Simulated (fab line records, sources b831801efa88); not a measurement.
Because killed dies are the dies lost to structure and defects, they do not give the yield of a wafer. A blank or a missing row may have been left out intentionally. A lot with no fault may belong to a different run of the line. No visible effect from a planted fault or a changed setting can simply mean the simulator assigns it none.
Which tool was responsible? :: flow gf180mcu :: 6 lots, 18 wafers sampled, at 3 steps of a route of 602

== WHAT THE GAUGES READ, wafer by wafer ==
GF_V5_RS_MEAS_24: a four-point-probe measurement.
lot: L873
measured: day 28 09:48
on: filmMetro-01
V5_W_RS (ohm/sq): 0.328 0.330 0.328

lot: L875
measured: day 28 15:03
on: filmMetro-01
V5_W_RS (ohm/sq): 0.330 0.319 0.320

lot: L879
measured: day 29 22:57
on: filmMetro-01
V5_W_RS (ohm/sq): 0.321 0.333 0.331

lot: L881
measured: day 30 15:09
on: filmMetro-02
V5_W_RS (ohm/sq): 0.330 0.321 0.327

lot: L883
measured: day 30 23:42
on: filmMetro-01
V5_W_RS (ohm/sq): 0.324 0.328 0.325

lot: L886
measured: day 31 18:33
on: filmMetro-01
V5_W_RS (ohm/sq): 0.326 0.330 0.320

== EACH LOT AND THE TOOL THAT RAN IT (in order: tool; ch and the chambers of the sampled wafers; start) ==
lot: L873
GF_POLY_GATE_CLEAN_15: wetBench-03 ch 0, day 9 19:28
GF_V5_SPUTTER_22: pvdSputter-03, day 28 09:38

lot: L875
GF_POLY_GATE_CLEAN_15: wetBench-04 ch 1, day 10 09:47
GF_V5_SPUTTER_22: pvdSputter-03, day 28 14:53

lot: L879
GF_POLY_GATE_CLEAN_15: wetBench-01 ch 0, day 11 15:08
GF_V5_SPUTTER_22: pvdSputter-03, day 29 22:46

lot: L881
GF_POLY_GATE_CLEAN_15: wetBench-04 ch 0, day 12 07:05
GF_V5_SPUTTER_22: pvdSputter-03, day 30 14:59

lot: L883
GF_POLY_GATE_CLEAN_15: wetBench-01 ch 2, day 12 16:22
GF_V5_SPUTTER_22: pvdSputter-02, day 30 23:33

lot: L886
GF_POLY_GATE_CLEAN_15: wetBench-01 ch 3, day 13 14:05
GF_V5_SPUTTER_22: pvdSputter-03, day 31 18:23
- GF_POLY_GATE_CLEAN_15: cleans in SC1/SC2, time 150 s.
- GF_V5_SPUTTER_22: material TiN, target thk 10 nm, time 40 s.

== THE ANSWER, worked out from the rows above alone ==
Rule: the usual values come from the lots themselves. Put in order of their means at a reading, lots are off if they are a third of the lots or fewer, leave a main group of 4 or more, and stand apart from it by a gap of 3 or more times the standard deviation of the main group's means; of several such gaps the widest counts. Not used: any main group whose means are identical at the precision the tables above print for the reading. A lot without any number at a reading at which 4 lots or more have one is off too. Any other lot the step has rows for is counted as sound.
Nothing can be told from this: no lot is off at any reading shown.

== WHAT THE SIMULATOR HAD INSERTED ==
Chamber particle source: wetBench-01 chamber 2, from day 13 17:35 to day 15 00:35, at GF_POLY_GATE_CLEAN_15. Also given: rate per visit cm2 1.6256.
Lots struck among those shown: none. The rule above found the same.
